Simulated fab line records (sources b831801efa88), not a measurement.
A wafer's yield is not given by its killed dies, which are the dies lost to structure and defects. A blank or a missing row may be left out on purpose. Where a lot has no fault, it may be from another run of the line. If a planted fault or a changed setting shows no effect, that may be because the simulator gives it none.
A struck lot beside a sound one | flow gf180mcu | 36 steps out of a route of 602
Sound: these wafers, L609.4, L609.5, L609.6. Struck: wafer L615.3; the same lot's L615.2 was not struck, so it is left out; see the end for the cause.
Order at every step that has rows: each side's tool, ch and its chambers, its first start. Under that, the readings that differ: sound wafers | struck wafers | difference of the means | sigmas: that difference in standard deviations of wafers without a fault.
alike: words and numbers the same on both sides, and readings whose means are apart by under 2 such deviations; not compared: readings that were withheld, readings missing a value for some wafer, numbers with overlapping values and no deviation given by the record, and bounds like >300 which may hide the same value.
Wherever a step has rows on one side only, a row that says differs or no value, or a row with sigmas, the two part there. When numbers do not overlap yet have no deviation, they are printed without sigmas and do not part them. A reading missing from all wafers of one side parts the sides only when that side holds two or more wafers.

first, 2 steps without rows for these wafers: GF_M4_PEB_12 (peb time 90 s); GF_M4_DEVELOP_13 (develop time 60 s).
GF_M4_CD_MEAS_14 targets a cd of 280 nm.
  struck on cd-sem-02, day 25 09:29; sound on cd-sem-01, day 23 09:08
  alike: cd-nm
GF_M4_OVL_MEAS_15:
  struck on overlay-02, day 25 09:35; sound on overlay-02, day 23 09:13
  alike: M4_OVL
GF_M4_METAL_ETCH_16: etches the open film in Cl2/BCl3, stops on SiO2, target depth 750.8 nm, time 125.1 s.
  sound on rie-metal-04 ch 0,1, day 23 09:17; struck on rie-metal-02 ch 1, day 25 09:37
  reading                     | sound       | struck | difference | sigmas
  drypump-motor-current-A (A) | 5.0 5.6 5.1 | 6.7    | +1.5       | +3
  alike: bias-w, oes-product-au, throttle-valve-pct
  not compared: rf-hours-counter-h
GF_M4_STRIP_17: strips in O2/N2.
  sound on plasma-asher-03 ch 0,1, day 23 09:24; struck on plasma-asher-03 ch 0, day 25 09:45
  alike: drypump-motor-current-A, heater-power-w, oes-product-au, strip-time-to-endpoint-s
  not compared: rf-hours-counter-h
then, 3 steps without rows for these wafers: GF_M4_STRIP_18 (strips in post etch residue remover, time 1200 s); GF_M4_CLEAN_19 (cleans in DIW); GF_V4_CVD_00 (deposits SiO2, target thk 600 nm, time 100 s).
GF_V4_THK_MEAS_01:
  struck on film-metro-02, day 25 10:22; sound on film-metro-04, day 23 10:02
  alike: V4_CVD_00_THK
then, 1 step without rows for these wafers: GF_V4_CVD_02 (deposits SiO2 from TEOS, target thk 850 nm, time 94.851 s).
GF_V4_THK_MEAS_03:
  struck on film-metro-03, day 25 10:29; sound on film-metro-04, day 23 10:10
  alike: V4_CVD_02_THK
GF_V4_CMP_04: polishes SiO2.
  sound on cmp-01 ch 0,3, day 23 10:11; struck on cmp-02 ch 2, day 25 10:35
  reading                             | sound           | struck | difference | sigmas
  model.SiO2_of_V4_CVD_02.thk-nm (nm) | 634 633.8 632.3 | 704.8  | +71.4      |
  alike: motor-current-A, platen-rpm, time-to-endpoint-s
GF_V4_BOW_MEAS_05:
  struck on film-metro-03, day 25 10:52; sound on film-metro-03, day 23 10:33
  alike: V4_BOW
then, 8 steps without rows for these wafers: GF_V4_DEHYDRATE_06 (time 60 s); GF_V4_HMDS_07 (prime time 60 s); GF_V4_COAT_08; GF_V4_COAT_09 (resist thk 1000 nm); GF_V4_SOFTBAKE_10 (time 60 s); GF_V4_EXPOSE_11 (exposes mask Via4, target cd 260 nm); GF_V4_PEB_12 (peb time 90 s); GF_V4_DEVELOP_13 (develop time 60 s).
GF_V4_CD_MEAS_14 targets a cd of 260 nm.
  struck on cd-sem-02, day 26 08:36; sound on cd-sem-02, day 24 09:17
  alike: cd-nm
GF_V4_OVL_MEAS_15:
  struck on overlay-01, day 26 08:43; sound on overlay-02, day 24 09:22
  alike: V4_OVL
then, 1 step without rows for these wafers: GF_V4_ETCH_16 (etches BARC in N2/H2).
GF_V4_ETCH_17: etches SiO2 in C4F8/O2/Ar, stops on TiN, target depth 630 nm.
  sound: rie-diel-03 ch 2,3; struck: rie-diel-01 ch 2
  reading                        | sound             | struck | difference | sigmas
  oes-product-au (a.u.)          | 0.856 0.859 0.864 | 0.907  | +0.047     | +10
  model.V4.feature-depth-nm (nm) | 634 633.8 632.3   | 704.8  | +71.4      |
  model.etch.depth-nm (nm)       | 634 633.8 632.3   | 704.8  | +71.4      |
  alike: bias-w
GF_V4_STRIP_18: strips in O2/N2.
  sound on plasma-asher-02 ch 0,1, day 24 09:32; struck on plasma-asher-02 ch 0, day 26 08:52
  alike: drypump-motor-current-A, heater-power-w, oes-product-au
  not compared: rf-hours-counter-h
then, 3 steps without rows for these wafers: GF_V4_STRIP_19 (strips in post etch residue remover, time 1200 s); GF_V4_CLEAN_20 (cleans in DIW); GF_V4_SPUTTER_21 (material Ti, target thk 15 nm, time 80.02 s).
GF_V4_SPUTTER_22: material TiN, target thk 10 nm, time 40 s.
  struck on pvd-sputter-04, day 26 09:32; sound on pvd-sputter-02, day 24 10:07
  alike: throttle-valve-pct
GF_V4_CVD_23: deposits W, target thk 350 nm, time 104.9 s.
  sound on cvd-w-02 ch 0,1, day 24 10:12; struck on cvd-w-02 ch 0, day 26 09:35
  alike: heater-power-w
GF_V4_RS_MEAS_24: measures by four-point-probe.
  struck on film-metro-02, day 26 09:43; sound on film-metro-03, day 24 10:20
  alike: V4_W_RS
GF_V4_THK_MEAS_25: measures by xrf.
  struck on film-metro-02, day 26 09:49; sound on film-metro-03, day 24 10:25
  alike: V4_W_THK
GF_V4_CMP_26: polishes, stops on SiO2, t overpolish 15 s, target thk 0 nm.
  sound on cmp-01 ch 0,1,3, day 24 10:36; struck on cmp-01 ch 3, day 26 09:58
  reading                             | sound             | struck | difference | sigmas
  platen-rpm (rpm)                    | 59.91 59.91 59.89 | 60.03  | +0.13      | +3
  model.SiO2_of_V4_CVD_02.thk-nm (nm) | 630.2 630.1 628.5 | 701    | +71        |
  alike: motor-current-A
then, 1 step without rows for these wafers: GF_MIM_SPUTTER_00 (material Ti, target thk 37.5 nm, time 150 s).

== WHERE THEY PART ==
First at GF_M4_METAL_ETCH_16; last, within this record, at GF_V4_CMP_26.

WHY: what had been put in by the simulator
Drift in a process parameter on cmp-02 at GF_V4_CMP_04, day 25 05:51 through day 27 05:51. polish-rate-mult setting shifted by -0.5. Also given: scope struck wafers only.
